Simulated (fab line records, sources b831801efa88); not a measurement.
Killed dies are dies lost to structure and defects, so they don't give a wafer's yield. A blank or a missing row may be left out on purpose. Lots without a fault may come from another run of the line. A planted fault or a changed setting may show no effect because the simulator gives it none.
fab line records | flow sky130
record lots=24 wafers=72 last_day=50
route steps=708 shown VT_ADJUST_LVTN@118 CONTACT@410 METAL2@500 METAL3@565 CAP2M@603
lots that met no fault: from a run of the same line without faults
start_h: hours from the record's first day to the start of the lot's first wafer shown | wait_h: hours since the lot's step before | " the same as in the row above | L1.1+2: a row that stands for several wafers | - no value, or no start given | * or withheld: withheld | < > ~ a bound
route shown NAME@n: a module of which the file shows steps, and the number in the route of the first | usual: mean/standard deviation of fault-free wafers | same: alike in all rows | chamber/n: place in a boat | sites: the reading at each site | _std_site: their standard deviation | _edge_site: outer sites' mean less inner sites' | radius_mm: how far each site lies from the wafer's centre | mask NAME#n: copy n | behind: the tool/chamber that last shaped the wafer | hold: why the lot was held/for how many hours/how that ended | device: the transistor (n, p or np) that didn't switch | end of line: the same wafers' tests at the end of the route | a step without rows: its recipe alone | killed: dies lost to structure and defects at the first sort, not the wafer's yield | map: a wafer's dies, x killed, . not, _ none there
set.NAME: the setting as run; set.NAME@STEP: as run at that earlier step | model.NAME: the simulator's own value behind a step, which no gauge read
steps of the route over a sample of lots; a table a step, a row a wafer
services: from which hour (start_h, from the record's first day; less than 0 if before it) a tool's chamber was out of use, for how many hours, and why
## steps
# step SKY_VT_ADJUST_LVTN_TW_MEAS_21
# usual VT_ADJUST_LVTN_2_TW=188.8/0.85
# columns lot.wafer tool chamber start_h wait_h VT_ADJUST_LVTN_2_TW
L074.3 film_metro-03 - 159.95 0.1 189.6
L074.5 " - " " 189.0
L074.6 " - " " 190.4
L075.2 film_metro-02 - 164.99 0.1 187.2
L075.3 " - " " 187.9
L075.6 " - " " 189.4
L076.1 film_metro-02 - 181.73 0.1 188.1
L076.2 " - " " 187.8
L076.6 " - " " 189.1
L077.2 film_metro-02 - 198.94 0.1 189.2
L077.3 " - " " 190.3
L077.4 " - " " 189.7
L078.3 film_metro-03 - 199.10 0.1 189.8
L078.5 " - " " 189.1
L078.6 " - " " 189.6
L079.2 film_metro-02 - 208.26 0.1 189.7
L079.3 " - " " 189.7
L079.5 " - " " 189.6
L080.1 film_metro-02 - 209.13 0.1 189.6
L080.2 " - " " 189.4
L080.5 " - " " 190.0
L081.1 film_metro-02 - 209.78 0.1 189.1
L081.4 " - " " 190.3
L081.6 " - " " 189.6
L082.2 film_metro-03 - 215.69 0.1 188.9
L082.3 " - " " 188.5
L082.6 " - " " 188.7
L083.3 film_metro-03 - 224.05 0.1 188.3
L083.4 " - " " 188.3
L083.5 " - " " 187.6
L084.2 film_metro-02 - 232.86 0.1 188.3
L084.3 " - " " 188.5
L084.6 " - " " 189.5
L085.2 film_metro-02 - 235.14 0.1 189.9
L085.3 " - " " 189.9
L085.6 " - " " 189.9
L086.1 film_metro-02 - 247.93 0.1 188.0
L086.4 " - " " 188.5
L086.6 " - " " 189.0
L087.2 film_metro-02 - 248.85 0.1 188.1
L087.4 " - " " 188.2
L087.6 " - " " 187.5
L088.2 film_metro-03 - 259.69 0.1 188.2
L088.3 " - " " 187.4
L088.6 " - " " 188.0
L089.2 film_metro-03 - 262.34 0.1 188.4
L089.3 " - " " 187.4
L089.5 " - " " 189.4
L090.1 film_metro-02 - 269.98 0.1 189.1
L090.2 " - " " 189.2
L090.4 " - " " 189.2
L091.1 film_metro-03 - 273.28 0.1 188.5
L091.2 " - " " 189.2
L091.4 " - " " 187.6
L092.1 film_metro-03 - 282.15 0.1 188.7
L092.2 " - " " 188.2
L092.6 " - " " 188.6
L093.3 film_metro-02 - 291.32 0.1 189.1
L093.4 " - " " 188.5
L093.5 " - " " 188.2
L094.3 film_metro-03 - 298.23 0.1 188.0
L094.4 " - " " 187.4
L094.5 " - " " 187.5
L095.1 film_metro-03 - 303.93 0.1 189.3
L095.2 " - " " 188.3
L095.5 " - " " 186.8
L096.2 film_metro-02 - 323.61 0.1 190.3
L096.5 " - " " 190.0
L096.6 " - " " 189.7
L097.1 film_metro-03 - 324.70 0.3 188.4
L097.2 " - " " 189.3
L097.6 " - " " 188.2
# step SKY_CONTACT_CMP_04
# recipe material=SiO2 down_force_psi=4 platen_rpm=60 pad_velocity_m_s=0.94248
# usual edge_zone_pressure_frac=1.000/0.005 motor_current_A=12.1/0.9 retaining_ring_pressure_frac=1.000/0.0046 time_to_endpoint_s=85/4.2
# columns lot.wafer tool chamber start_h wait_h edge_zone_pressure_frac motor_current_A retaining_ring_pressure_frac time_to_endpoint_s
L074.3 cmp-02 2 705.51 0.2 0.999 12.6 1.005 90
L074.6 " 3 " " 0.999 12.6 1.001 85
L074.5 " 0 " " 0.988 11.4 0.996 87
L075.2 cmp-01 1 711.58 0.0 0.991 13.8 0.992 82
L075.3 " 0 " " 1.004 11.7 1.000 85
L075.6 " 1 " " 0.992 13.4 0.994 82
L076.1 cmp-02 3 730.97 0.1 1.004 13.4 0.999 85
L076.2 " 0 " " 0.996 12.5 0.994 83
L076.6 " 2 " " 0.999 13.0 1.002 80
L077.4 cmp-01 0 747.04 0.1 0.992 11.9 0.995 91
L077.3 " 1 " " 1.000 13.8 1.001 87
L077.2 " 2 " " 0.997 11.3 1.000 84
L078.3 cmp-02 0 752.97 0.0 1.007 11.6 1.001 88
L078.5 " 0 " " 1.000 12.5 0.997 85
L078.6 " 1 " " 1.001 11.1 1.001 95
L080.2 cmp-01 2 762.86 0.2 1.006 10.9 0.993 82
L080.1 " 1 " " 0.997 13.3 0.997 79
L080.5 " 3 " " 1.003 12.0 0.997 82
L079.3 cmp-02 3 764.89 0.1 1.002 12.7 1.006 79
L079.2 " 0 " " 0.996 12.6 1.008 86
L079.5 " 3 " " 0.997 12.2 1.005 83
L081.1 cmp-02 1 769.09 0.1 1.004 11.7 1.007 86
L081.4 " 2 " " 1.001 13.4 1.002 82
L081.6 " 2 " " 0.999 12.9 1.008 84
L082.2 cmp-02 1 773.54 0.0 0.994 11.4 1.002 88
L082.3 " 2 " " 1.002 13.2 0.994 81
L082.6 " 2 " " 0.996 13.3 0.999 87
L083.3 cmp-01 0 780.22 0.1 1.001 11.6 0.999 85
L083.4 " 2 " " 1.003 10.8 0.998 91
L083.5 " 0 " " 0.995 11.6 1.002 86
L085.3 cmp-02 2 799.18 0.1 0.997 13.1 0.994 87
L085.2 " 3 " " 1.000 12.6 0.990 86
L085.6 " 1 " " 0.993 11.7 0.998 92
L084.3 cmp-01 3 800.24 0.2 0.993 12.4 0.996 86
L084.2 " 0 " " 1.010 11.0 1.000 87
L084.6 " 1 " " 1.004 13.4 0.996 82
L086.4 cmp-01 0 802.12 0.1 0.997 11.3 1.008 91
L086.1 " 1 " " 1.008 13.9 1.006 85
L086.6 " 3 " " 0.992 12.7 1.001 84
L087.2 cmp-01 0 809.99 0.1 0.999 11.7 0.995 93
L087.4 " 1 " " 1.009 12.9 0.996 81
L087.6 " 3 " " 0.998 12.2 1.008 89
L088.2 cmp-01 0 821.97 0.1 1.003 11.2 0.998 90
L088.3 " 1 " " 1.010 13.5 0.994 85
L088.6 " 3 " " 0.998 12.7 1.005 84
L089.2 cmp-01 2 827.25 0.0 0.996 10.7 0.997 84
L089.3 " 0 " " 1.003 11.1 1.000 86
L089.5 " 3 " " 0.998 12.1 0.997 84
L090.2 cmp-01 2 833.18 0.1 0.997 10.6 1.002 91
L090.4 " 0 " " 0.992 11.8 0.991 86
L090.1 " 1 " " 0.993 13.7 1.006 84
L091.1 cmp-02 0 838.90 0.1 1.002 12.2 1.005 80
L091.4 " 1 " " 0.995 11.4 0.999 81
L091.2 " 3 " " 1.001 12.7 0.998 75
L092.2 cmp-01 1 848.60 0.0 1.001 13.8 0.997 77
L092.1 " 2 " " 1.002 11.1 1.002 81
L092.6 " 1 " " 0.999 13.2 1.005 80
L093.3 cmp-01 3 851.29 0.0 1.005 11.8 1.002 85
L093.4 " 1 " " 1.006 13.9 0.999 85
L093.5 " 0 " " 1.002 11.9 1.002 86
L094.4 cmp-02 0 855.20 0.1 0.999 12.2 1.000 90
L094.3 " 2 " " 0.987 13.2 1.001 90
L094.5 " 0 " " 0.996 12.5 1.008 89
L095.1 cmp-01 3 865.54 0.1 0.998 12.3 1.003 78
L095.2 " 0 " " 1.000 11.3 1.000 87
L095.5 " 2 " " 1.001 11.7 1.002 86
L096.2 cmp-01 2 888.95 0.1 1.003 10.8 0.993 81
L096.5 " 0 " " 1.001 11.3 1.001 82
L096.6 " 1 " " 1.006 13.2 0.997 77
L097.2 cmp-01 0 889.75 0.0 0.998 10.8 0.999 91
L097.1 " 2 " " 0.998 11.0 1.005 84
L097.6 " 1 " " 1.002 13.4 1.001 77
# step SKY_METAL2_DESCUM_17
# recipe chemistry=O2 source_power_w=150 bias_power_w=0 pressure_mtorr=10 temp_c=40 time_s=8
# usual drypump_motor_current_A=6.1/0.32 oes_product_au=0.994/0.0081
# columns lot.wafer tool chamber start_h wait_h drypump_motor_current_A oes_product_au rf_hours_counter_h
L074.3 rie_metal-04 1 818.81 0.0 6.5 0.992 -
L074.5 " 0 " " 6.1 0.999 -
L074.6 " 1 " " 6.5 0.995 -
L075.2 rie_metal-03 0 823.67 0.0 6.1 0.994 17
L075.3 " 0 " " 6.1 0.989 -
L075.6 " 1 " " 6.2 0.998 -
L076.1 rie_metal-03 1 843.00 0.0 6.2 0.994 11
L076.2 " 1 " " 6.2 0.987 -
L076.6 " 1 " " 6.2 0.987 -
L077.2 rie_metal-02 1 859.77 0.0 5.5 1.007 9
L077.3 " 0 " " 6.3 1.009 -
L077.4 " 1 " " 5.5 0.995 -
L078.3 rie_metal-03 1 864.83 0.0 6.2 0.978 -
L078.5 " 1 " " 6.2 0.996 -
L078.6 " 0 " " 6.1 0.989 -
L080.1 rie_metal-04 1 877.55 0.0 6.5 0.986 10
L080.2 " 0 " " 6.2 0.995 15
L080.5 " 1 " " 6.5 0.983 -
L079.2 rie_metal-03 0 877.91 0.0 6.1 0.981 1
L079.3 " 0 " " 6.1 0.983 -
L079.5 " 1 " " 6.2 0.991 -
L081.1 rie_metal-02 0 878.52 0.0 6.2 0.997 11
L081.4 " 0 " " 6.2 0.996 -
L081.6 " 0 " " 6.2 1.004 -
L082.2 rie_metal-02 0 885.25 0.0 6.2 0.995 11
L082.3 " 0 " " 6.3 0.997 -
L082.6 " 0 " " 6.3 0.990 -
L083.3 rie_metal-02 1 890.58 0.0 5.4 1.002 -
L083.4 " 0 " " 6.3 1.007 -
L083.5 " 0 " " 6.2 1.004 -
L085.2 rie_metal-04 1 906.92 0.0 6.5 0.985 10
L085.3 " 0 " " 6.1 0.987 -
L085.6 " 1 " " 6.5 0.987 -
L084.2 rie_metal-02 1 910.35 0.0 5.5 0.996 11
L084.3 " 0 " " 6.2 0.994 -
L084.6 " 0 " " 6.2 1.001 -
L086.1 rie_metal-03 0 911.62 0.0 6.1 0.985 3
L086.4 " 0 " " 6.1 0.975 -
L086.6 " 1 " " 6.2 0.987 -
L087.2 rie_metal-03 0 917.65 0.0 6.1 0.989 3
L087.4 " 1 " " 6.2 0.997 -
L087.6 " 0 " " 6.1 0.979 -
L088.2 rie_metal-04 0 930.32 0.0 6.1 1.002 19
L088.3 " 0 " " 6.1 1.011 -
L088.6 " 0 " " 6.1 0.992 -
L089.2 rie_metal-02 0 934.70 0.0 6.2 1.006 13
L089.3 " 1 " " 5.5 0.993 -
L089.5 " 1 " " 5.5 0.995 -
L090.1 rie_metal-03 1 941.25 0.0 6.2 0.989 15
L090.2 " 0 " " 6.1 0.983 4
L090.4 " 1 " " 6.2 0.991 -
L091.1 rie_metal-04 1 946.62 0.0 6.5 0.989 13
L091.2 " 1 " " 6.5 0.994 -
L091.4 " 1 " " 6.5 0.997 -
L092.1 rie_metal-03 0 954.47 0.0 6.1 0.990 5
L092.2 " 1 " " 6.2 1.001 16
L092.6 " 0 " " 6.1 0.992 -
L093.3 rie_metal-02 0 957.18 0.0 6.2 1.002 -
L093.4 " 1 " " 5.4 1.000 -
L093.5 " 1 " " 5.5 0.994 -
L094.3 rie_metal-03 0 961.73 0.0 6.1 0.991 -
L094.4 " 1 " " 6.2 1.000 -
L094.5 " 0 " " 6.1 0.980 -
L095.1 rie_metal-02 1 969.15 0.0 5.4 1.006 14
L095.2 " 0 " " 6.2 0.994 15
L095.5 " 1 " " 5.5 1.007 -
L096.2 rie_metal-03 0 991.42 0.0 6.1 0.996 7
L096.5 " 1 " " 6.2 0.985 -
L096.6 " 0 " " 6.1 1.001 -
L097.1 rie_metal-04 1 992.42 0.0 6.5 0.996 15
L097.2 " 0 " " 6.1 0.986 2
L097.6 " 1 " " 6.5 0.981 -
# step SKY_METAL3_DESCUM_15
# recipe chemistry=O2 source_power_w=150 bias_power_w=0 pressure_mtorr=10 temp_c=40 time_s=8
# usual drypump_motor_current_A=5.9/0.35 oes_product_au=0.998/0.014
# columns lot.wafer tool chamber start_h wait_h drypump_motor_current_A oes_product_au rf_hours_counter_h
L074.3 rie_metal-03 1 900.58 0.0 6.2 1.002 -
L074.5 " 1 " " 6.2 0.990 -
L074.6 " 0 " " 6.1 0.988 -
L075.2 rie_metal-03 1 905.80 0.0 6.2 0.996 13
L075.3 " 0 " " 6.1 1.005 -
L075.6 " 1 " " 6.2 1.004 -
L076.1 rie_metal-01 1 923.30 0.0 5.6 0.981 16
L076.2 " 0 " " 5.5 1.020 1
L076.6 " 1 " " 5.6 0.985 -
L077.2 rie_metal-04 1 939.89 0.0 6.5 0.989 -
L077.3 " 1 " " 6.5 0.994 -
L077.4 " 1 " " 6.5 0.985 -
L078.3 rie_metal-03 1 944.16 0.0 6.2 0.998 -
L078.5 " 1 " " 6.2 0.990 -
L078.6 " 0 " " 6.1 0.989 -
L080.1 rie_metal-01 1 955.22 0.0 5.6 0.978 17
L080.2 " 0 " " 5.4 1.019 2
L080.5 " 0 " " 5.4 1.021 -
L079.2 rie_metal-03 1 956.90 0.0 6.2 1.007 16
L079.3 " 0 " " 6.1 0.982 -
L079.5 " 1 " " 6.2 1.002 -
L081.1 rie_metal-01 1 957.35 0.0 5.6 0.979 17
L081.4 " 0 " " 5.4 1.015 -
L081.6 " 1 " " 5.6 0.983 -
L082.2 rie_metal-01 1 964.42 0.0 5.6 0.989 17
L082.3 " 0 " " 5.4 1.019 -
L082.6 " 1 " " 5.6 0.981 -
L083.3 rie_metal-01 1 967.46 0.0 5.6 0.982 -
L083.4 " 0 " " 5.5 1.010 -
L083.5 " 1 " " 5.6 0.985 -
L085.2 rie_metal-03 1 983.87 0.0 6.2 0.995 18
L085.3 " 0 " " 6.1 0.994 -
L085.6 " 1 " " 6.2 0.996 -
L084.2 rie_metal-03 0 986.95 0.0 6.1 0.999 7
L084.3 " 1 " " 6.2 0.999 -
L084.6 " 0 " " 6.1 1.000 -
L086.1 rie_metal-01 1 989.32 0.0 5.6 0.988 19
L086.4 " 1 " " 5.6 0.989 -
L086.6 " 0 " " 5.4 1.025 -
L087.2 rie_metal-01 0 993.92 0.0 5.5 1.025 5
L087.4 " 0 " " 5.5 1.020 -
L087.6 " 1 " " 5.6 0.973 -
L088.2 rie_metal-01 1 1006.15 0.0 5.6 0.985 19
L088.3 " 1 " " 5.6 0.984 -
L088.6 " 1 " " 5.6 0.977 -
L089.2 rie_metal-01 1 1010.67 0.0 5.6 0.985 20
L089.3 " 0 " " 5.4 1.019 -
L089.5 " 1 " " 5.6 0.987 -
L090.1 rie_metal-03 0 1015.89 0.0 6.1 1.001 9
L090.2 " 1 " " 6.2 0.978 20
L090.4 " 1 " " 6.2 0.979 -
L091.1 rie_metal-03 0 1023.05 0.0 6.1 1.008 9
L091.2 " 1 " " 6.2 1.002 20
L091.4 " 1 " " 6.2 1.005 -
L092.1 rie_metal-03 1 1028.00 0.0 6.2 0.990 20
L092.2 " 0 " " 6.1 0.996 9
L092.6 " 1 " " 6.2 1.000 -
L093.3 rie_metal-01 0 1031.24 0.0 5.4 1.019 -
L093.4 " 0 " " 5.5 1.020 -
L093.5 " 0 " " 5.4 1.014 -
L094.3 rie_metal-04 1 1036.46 0.0 6.5 0.997 -
L094.4 " 0 " " 6.1 0.988 -
L094.5 " 0 " " 6.1 0.983 -
L095.1 rie_metal-03 1 1042.95 0.0 6.2 0.998 22
L095.2 " 0 " " 6.1 1.002 11
L095.5 " 1 " " 6.2 1.000 -
L096.2 rie_metal-01 1 1062.09 0.0 5.6 0.996 1
L096.5 " 0 " " 5.5 1.015 -
L096.6 " 1 " " 5.6 1.001 -
L097.1 rie_metal-01 1 1062.65 0.0 5.6 0.985 1
L097.2 " 0 " " 5.4 1.014 9
L097.6 " 1 " " 5.6 0.982 -
# step SKY_CAP2M_CVD_00
# recipe material=SiO2 target_thk_nm=15.5 temp_c=400 time_s=withheld rf_w=450
# usual heater_power_outer_w=432/66 heater_power_w=716/99
# columns lot.wafer tool chamber start_h wait_h heater_power_outer_w heater_power_w
L074.3 pecvd-03 2 928.07 0.0 414 698
L074.5 " 0 " " 370 615
L074.6 " 2 " " 415 725
L075.2 pecvd-01 1 933.51 0.0 362 644
L075.3 " 0 " " 375 621
L075.6 " 2 " " 470 764
L076.1 pecvd-03 0 949.99 0.0 459 707
L076.2 " 2 " " 454 752
L076.6 " 1 " " 538 830
L077.2 pecvd-03 1 967.60 0.0 440 733
L077.3 " 0 " " 437 713
L077.4 " 0 " " 433 680
L078.3 pecvd-03 2 970.87 0.0 433 722
L078.5 " 0 " " 398 647
L078.6 " 2 " " 424 734
L080.1 pecvd-01 2 981.66 0.0 474 783
L080.2 " 1 " " 357 643
L080.5 " 2 " " 480 775
L079.2 pecvd-04 1 983.16 0.0 345 595
L079.3 " 2 " " 490 776
L079.5 " 1 " " 351 593
L081.1 pecvd-03 2 984.40 0.0 490 823
L081.4 " 0 " " 441 715
L081.6 " 2 " " 505 811
L082.2 pecvd-03 2 991.48 0.0 461 771
L082.3 " 1 " " 517 814
L082.6 " 2 " " 461 761
L083.3 pecvd-01 2 994.28 0.0 479 757
L083.4 " 2 " " 467 752
L083.5 " 0 " " 347 568
L085.2 pecvd-04 1 1010.59 0.0 364 607
L085.3 " 0 " " 402 736
L085.6 " 0 " " 408 759
L084.2 pecvd-01 0 1013.74 0.0 359 575
L084.3 " 2 " " 455 735
L084.6 " 2 " " 454 725
L086.1 pecvd-03 1 1015.88 0.0 507 829
L086.4 " 0 " " 423 684
L086.6 " 1 " " 525 815
L087.2 pecvd-04 2 1020.13 0.0 381 643
L087.4 " 1 " " 315 557
L087.6 " 0 " " 473 810
L088.2 pecvd-04 0 1032.79 0.0 514 851
L088.3 " 2 " " 421 696
L088.6 " 2 " " 413 686
L089.2 pecvd-03 2 1037.02 0.0 441 723
L089.3 " 1 " " 479 783
L089.5 " 2 " " 439 716
L090.1 pecvd-01 2 1042.38 0.0 486 795
L090.2 " 1 " " 307 581
L090.4 " 1 " " 317 572
L091.1 pecvd-03 1 1048.32 0.0 519 834
L091.2 " 0 " " 452 712
L091.4 " 0 " " 439 695
L092.1 pecvd-04 2 1053.03 0.0 483 742
L092.2 " 0 " " 499 895
L092.6 " 1 " " 319 556
L093.3 pecvd-04 0 1056.53 0.0 472 829
L093.4 " 0 " " 486 860
L093.5 " 2 " " 396 663
L094.3 pecvd-04 2 1061.33 0.0 444 709
L094.4 " 0 " " 512 889
L094.5 " 2 " " 442 700
L095.1 pecvd-01 0 1068.08 0.0 323 536
L095.2 " 1 " " 397 704
L095.5 " 2 " " 476 771
L096.2 pecvd-03 2 1087.30 0.0 500 817
L096.5 " 2 " " 499 813
L096.6 " 0 " " 454 715
L097.1 pecvd-04 2 1088.57 0.0 458 713
L097.2 " 1 " " 370 636
L097.6 " 2 " " 466 761
# step SKY_CAP2M_SPUTTER_02
# recipe material=TiN target_thk_nm=200 temp_c=300 power_w=6500 time_s=166.7 chamber_pressure_pa=0.4
# usual throttle_valve_pct=30.5/1.1
# columns lot.wafer tool chamber start_h wait_h throttle_valve_pct
L074.3 pvd_sputter-03 - 928.15 0.0 29.5
L074.5 " - " " 30.1
L074.6 " - " " 29.6
L075.2 pvd_sputter-04 - 933.59 0.0 31.9
L075.3 " - " " 31.7
L075.6 " - " " 31.6
L076.1 pvd_sputter-04 - 950.07 0.1 32.3
L076.2 " - " " 31.6
L076.6 " - " " 31.7
L077.2 pvd_sputter-03 - 967.68 0.0 30.3
L077.3 " - " " 30.2
L077.4 " - " " 29.8
L078.3 pvd_sputter-03 - 970.95 0.0 29.5
L078.5 " - " " 29.3
L078.6 " - " " 30.2
L080.1 pvd_sputter-02 - 981.74 0.1 32.3
L080.2 " - " " 29.6
L080.5 " - " " 29.1
L079.2 pvd_sputter-04 - 983.24 0.0 30.0
L079.3 " - " " 32.2
L079.5 " - " " 32.3
L081.1 pvd_sputter-02 - 984.48 0.1 32.2
L081.4 " - " " 29.4
L081.6 " - " " 32.2
L082.2 pvd_sputter-04 - 991.57 0.0 29.7
L082.3 " - " " 31.4
L082.6 " - " " 29.5
L083.3 pvd_sputter-04 - 994.37 0.0 30.1
L083.4 " - " " 32.2
L083.5 " - " " 31.5
L085.2 pvd_sputter-02 - 1010.68 0.0 29.6
L085.3 " - " " 29.8
L085.6 " - " " 29.7
L084.2 pvd_sputter-03 - 1013.84 0.0 29.4
L084.3 " - " " 29.5
L084.6 " - " " 29.6
L086.1 pvd_sputter-03 - 1015.96 0.1 29.9
L086.4 " - " " 29.5
L086.6 " - " " 30.2
L087.2 pvd_sputter-03 - 1020.21 0.0 29.3
L087.4 " - " " 30.3
L087.6 " - " " 29.3
L088.2 pvd_sputter-04 - 1032.87 0.0 31.5
L088.3 " - " " 31.7
L088.6 " - " " 31.6
L089.2 pvd_sputter-03 - 1037.10 0.0 29.7
L089.3 " - " " 30.0
L089.5 " - " " 29.4
L090.1 pvd_sputter-02 - 1042.46 0.1 32.5
L090.2 " - " " 29.5
L090.4 " - " " 29.0
L091.1 pvd_sputter-04 - 1048.40 0.1 29.7
L091.2 " - " " 31.4
L091.4 " - " " 32.0
L092.1 pvd_sputter-04 - 1053.11 0.1 30.0
L092.2 " - " " 31.7
L092.6 " - " " 31.6
L093.3 pvd_sputter-04 - 1056.62 0.0 31.7
L093.4 " - " " 31.4
L093.5 " - " " 31.5
L094.3 pvd_sputter-03 - 1061.42 0.0 29.6
L094.4 " - " " 29.3
L094.5 " - " " 29.3
L095.1 pvd_sputter-03 - 1068.16 0.1 30.4
L095.2 " - " " 30.2
L095.5 " - " " 29.3
L096.2 pvd_sputter-04 - 1087.38 0.0 31.6
L096.5 " - " " 31.8
L096.6 " - " " 30.0
L097.1 pvd_sputter-03 - 1088.69 0.1 30.2
L097.2 " - " " 29.6
L097.6 " - " " 30.2
## services
# columns tool chamber start_h hours kind
rie_metal-01 - 683.08 1.0 repair
cmp-01 - 695.12 4.6 pm
pvd_sputter-04 - 726.76 1.6 repair
pvd_sputter-04 - 734.31 0.9 repair
pvd_sputter-03 - 740.35 2.5 repair
rie_metal-01 1 743.48 3.1 repair
pvd_sputter-03 - 752.64 2.5 repair
pecvd-03 - 761.73 2.8 pm
rie_metal-03 1 798.07 3.4 repair
cmp-01 - 804.09 2.0 repair
rie_metal-03 - 813.40 2.8 pm
pecvd-03 - 822.82 14.6 pm
cmp-01 - 834.07 5.2 repair
pvd_sputter-04 - 851.69 3.7 repair
rie_metal-01 - 878.99 2.8 pm
pvd_sputter-04 - 891.01 0.6 repair
cmp-01 - 912.00 4.0 pm
pvd_sputter-04 - 922.71 3.3 repair
rie_metal-01 - 961.59 0.3 repair
pvd_sputter-03 - 989.84 2.7 repair
pecvd-03 - 1033.00 1.7 repair
pvd_sputter-04 - 1037.28 1.0 repair
cmp-01 - 1064.36 6.5 pm
rie_metal-03 - 1084.02 1.5 repair
## key
fault none
